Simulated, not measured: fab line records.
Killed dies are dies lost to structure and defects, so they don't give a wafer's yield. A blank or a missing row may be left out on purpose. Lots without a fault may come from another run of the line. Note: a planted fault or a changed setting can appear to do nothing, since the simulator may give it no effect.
Which tool was responsible? | flow gf180mcu | 11 lots, 33 wafers sampled, at 5 steps of a route of 602

## WHAT THE GAUGES READ, wafer by wafer
GF_POLY_GATE_OVL_MEAS_11. Usual: POLY_GATE_OVL gives -5 nm (standard deviation 5.2).
lot  | measured     | on         | POLY_GATE_OVL (nm) | flag
L718 | day 9 06:35  | overlay-02 | -7 -7 -3           | 
L719 | day 9 12:15  | overlay-02 | 2 -13 -7           | 
L720 | day 9 18:37  | overlay-02 | -6 -11 -9          | 
L725 | day 11 06:36 | overlay-01 | -7 -3 -4           | 
L728 | day 12 06:58 | overlay-01 | -1 -4 5            | 
L729 | day 12 09:41 | overlay-01 | -2 -10 -2          | 
L735 | day 14 06:55 | overlay-01 | -6 -6 -4           | 
L736 | day 14 18:10 | overlay-02 | -3 1 4             | 
L737 | day 15 00:58 | overlay-01 | -12 -5 -5          | 
L740 | day 15 22:46 | overlay-02 | -13 -1 -4          | 
L741 | day 16 00:21 | overlay-01 | -2 -6 -4           | 

GF_PSD_RS_MEAS_14: the measuring method here is four-point-probe. Usual: NSD_RS gives 46.12 ohm/sq (standard deviation 0.091).
lot  | measured     | on           | NSD_RS (ohm/sq)   | flag
L718 | day 14 05:29 | filmMetro-03 | 46.11 46.11 46.19 | 
L719 | day 14 10:47 | filmMetro-04 | 46.07 46.10 46.13 | 
L720 | day 14 22:14 | filmMetro-03 | 46.10 46.19 46.16 | 
L725 | day 16 16:40 | filmMetro-04 | 46.20 46.17 46.18 | 
L728 | day 17 18:57 | filmMetro-02 | 44.71 44.62 44.69 | OFF
L729 | day 18 00:37 | filmMetro-04 | 44.87 44.84 44.87 | OFF
L735 | day 20 08:10 | filmMetro-02 | 45.96 46.05 46.04 | 
L736 | day 20 19:41 | filmMetro-03 | 46.01 46.09 46.06 | 
L737 | day 21 06:46 | filmMetro-03 | 46.03 46.08 46.14 | 
L740 | day 22 03:28 | filmMetro-04 | 46.14 46.05 46.14 | 
L741 | day 22 04:47 | filmMetro-03 | 46.22 46.14 46.19 | 

## WHICH TOOL RAN EACH LOT (tool, then ch and the chambers of the sampled wafers, then the start)
lot  | GF_LVPWELL_STRIP_10                | GF_NSD_IMPLANT_09               | GF_NSD_STRIP_11
L718 | plasmaAsher-02 ch 1, day 3 22:38   | implanter-04 ch 0, day 13 08:58 | plasmaAsher-04 ch 0,1, day 13 09:16
L719 | plasmaAsher-03 ch 0,1, day 4 03:44 | implanter-04 ch 0, day 13 14:37 | plasmaAsher-01 ch 0,1, day 13 14:55
L720 | plasmaAsher-03 ch 0,1, day 4 08:13 | implanter-02 ch 0, day 14 00:59 | plasmaAsher-04 ch 0,1, day 14 01:17
L725 | plasmaAsher-03 ch 0,1, day 5 12:53 | implanter-04 ch 0, day 15 17:04 | plasmaAsher-03 ch 0,1, day 15 17:22
L728 | plasmaAsher-03 ch 0,1, day 6 06:38 | implanter-04 ch 0, day 16 19:27 | plasmaAsher-04 ch 0,1, day 16 19:44
L729 | plasmaAsher-03 ch 0,1, day 6 10:17 | implanter-04 ch 0, day 17 00:22 | plasmaAsher-04 ch 0,1, day 17 00:39
L735 | plasmaAsher-01 ch 0,1, day 7 20:04 | implanter-01 ch 0, day 19 07:26 | plasmaAsher-03 ch 0,1, day 19 07:44
L736 | plasmaAsher-01 ch 0,1, day 8 02:32 | implanter-04 ch 0, day 19 18:28 | plasmaAsher-03 ch 0,1, day 19 18:44
L737 | plasmaAsher-02 ch 0,1, day 8 07:25 | implanter-04 ch 0, day 20 05:53 | plasmaAsher-04 ch 0,1, day 20 06:10
L740 | plasmaAsher-03 ch 0,1, day 9 01:04 | implanter-04 ch 0, day 21 03:28 | plasmaAsher-04 ch 0, day 21 03:44
L741 | plasmaAsher-03 ch 0,1, day 9 05:52 | implanter-04 ch 0, day 21 04:44 | plasmaAsher-03 ch 1, day 21 05:02
- GF_LVPWELL_STRIP_10: strips in O2/N2.
- GF_NSD_IMPLANT_09
- GF_NSD_STRIP_11: strips in O2/N2.

## WHAT THE TOOLS THEMSELVES READ (means of the sampled wafers that have a number; where no wafer has one, the mark that the record gives instead)
GF_LVPWELL_STRIP_10. Usual: drypumpMotorCurrentA 5.9 A, standard deviation 0.5; heaterPowerW 332 W, standard deviation 22; o2FlowSccm 3001 sccm, standard deviation 8.6; oesProductAu 0.722 a.u., standard deviation 0.005; stripTimeToEndpointS 36.98 s, standard deviation 0.11.
lot  | tool           | drypumpMotorCurrentA (A) | heaterPowerW (W) | o2FlowSccm (sccm) | oesProductAu (a.u.) | stripTimeToEndpointS (s) | flag
L718 | plasmaAsher-02 | 5.9                      | 322              | 3009              | 0.720               | 36.84                    | 
L719 | plasmaAsher-03 | 6.3                      | 341              | 2999              | 0.724               | 36.95                    | 
L720 | plasmaAsher-03 | 6.2                      | 342              | 3005              | 0.722               | 36.83                    | 
L725 | plasmaAsher-03 | 6.3                      | 341              | 3003              | 0.723               | 37.04                    | 
L728 | plasmaAsher-03 | 5.9                      | 326              | 2990              | 0.717               | 37.01                    | 
L729 | plasmaAsher-03 | 5.9                      | 328              | 2997              | 0.724               | 36.98                    | 
L735 | plasmaAsher-01 | 5.6                      | 331              | 2992              | 0.724               | 36.90                    | 
L736 | plasmaAsher-01 | 5.6                      | 332              | 3001              | 0.714               | 36.87                    | 
L737 | plasmaAsher-02 | 5.9                      | 331              | 3006              | 0.719               | 37.15                    | 
L740 | plasmaAsher-03 | 5.9                      | 330              | 2995              | 0.728               | 37.08                    | 
L741 | plasmaAsher-03 | 5.9                      | 327              | 3005              | 0.717               | 37.01                    | 

GF_NSD_IMPLANT_09. Usual: beamEnergyKeV 60.001, standard deviation 0.016; doseIonsCm2 3.999e+15, standard deviation 4.4e+12; tiltDeg 6.998 degrees, standard deviation 0.019.
lot  | tool         | beamEnergyKeV | doseIonsCm2 | tiltDeg (degrees) | flag
L718 | implanter-04 | 59.998        | 3.996e+15   | 6.959             | 
L719 | implanter-04 | 60.000        | 3.989e+15   | 7.022             | 
L720 | implanter-02 | 59.989        | 3.996e+15   | 6.995             | 
L725 | implanter-04 | 60.000        | 4.001e+15   | 6.991             | 
L728 | implanter-04 | 64.728        | 4.000e+15   | 6.997             | OFF
L729 | implanter-04 | 64.699        | 4.000e+15   | 7.002             | OFF
L735 | implanter-01 | 59.985        | 3.996e+15   | 6.992             | 
L736 | implanter-04 | 59.994        | 3.998e+15   | 6.986             | 
L737 | implanter-04 | 60.004        | 3.995e+15   | 6.985             | 
L740 | implanter-04 | 59.996        | 3.996e+15   | 7.006             | 
L741 | implanter-04 | 60.007        | 4.001e+15   | 7.010             | 

GF_NSD_STRIP_11. Usual: drypumpMotorCurrentA 5.7 A, standard deviation 0.55; heaterPowerW 323 W, standard deviation 26; o2FlowSccm 3001 sccm, standard deviation 8.3; oesProductAu 0.486 a.u., standard deviation 0.0046; stripTimeToEndpointS 22.97 s, standard deviation 0.04.
lot  | tool           | drypumpMotorCurrentA (A) | heaterPowerW (W) | o2FlowSccm (sccm) | oesProductAu (a.u.) | stripTimeToEndpointS (s) | flag
L718 | plasmaAsher-04 | 5.3                      | 298              | 3000              | 0.486               | 23.04                    | 
L719 | plasmaAsher-01 | 5.5                      | 325              | 2996              | 0.484               | 23.01                    | 
L720 | plasmaAsher-04 | 5.2                      | 293              | 2994              | 0.487               | 23.05                    | 
L725 | plasmaAsher-03 | 5.9                      | 331              | 2997              | 0.486               | 22.92                    | 
L728 | plasmaAsher-04 | 5.2                      | 291              | 2997              | 0.477               | 23.61                    | OFF
L729 | plasmaAsher-04 | 5.2                      | 295              | 3012              | 0.481               | 23.59                    | OFF
L735 | plasmaAsher-03 | 5.9                      | 326              | 2999              | 0.484               | 23.00                    | 
L736 | plasmaAsher-03 | 5.9                      | 320              | 3003              | 0.488               | 22.97                    | 
L737 | plasmaAsher-04 | 5.2                      | 292              | 3005              | 0.486               | 22.94                    | 
L740 | plasmaAsher-04 | 5.4                      | 307              | 3000              | 0.486               | 22.93                    | 
L741 | plasmaAsher-03 | 6.7                      | 358              | 3016              | 0.484               | 22.98                    | 

## THE ANSWER, worked out from the rows above alone
Rule: take the mean of a lot's wafers that have a number; if it is more than 3 standard deviations from the usual mean, the lot is off. A lot without any number at a reading at which 4 lots or more have one is off too. All remaining lots with rows at the step are treated as sound. The gauges are gone through in route order, then the tools' own readings, and for those a lot's mean is taken as printed above. At the first step where some lot is off, the reading lying furthest off is the one used; lots without a number count as furthest.
Off: at GF_PSD_RS_MEAS_14 (NSD_RS), L728, L729.
A tool fits if, at a process step before that reading, it ran every lot that is off, and no sound lot after the first of them. The gauges at GF_PSD_RS_MEAS_14 aren't tried: what is off there is off at GF_NSD_IMPLANT_09 too, on other tools, and a gauge's error can't cause that. Not one of the candidates tried fits.

## WHAT THE SIMULATOR HAD PUT IN
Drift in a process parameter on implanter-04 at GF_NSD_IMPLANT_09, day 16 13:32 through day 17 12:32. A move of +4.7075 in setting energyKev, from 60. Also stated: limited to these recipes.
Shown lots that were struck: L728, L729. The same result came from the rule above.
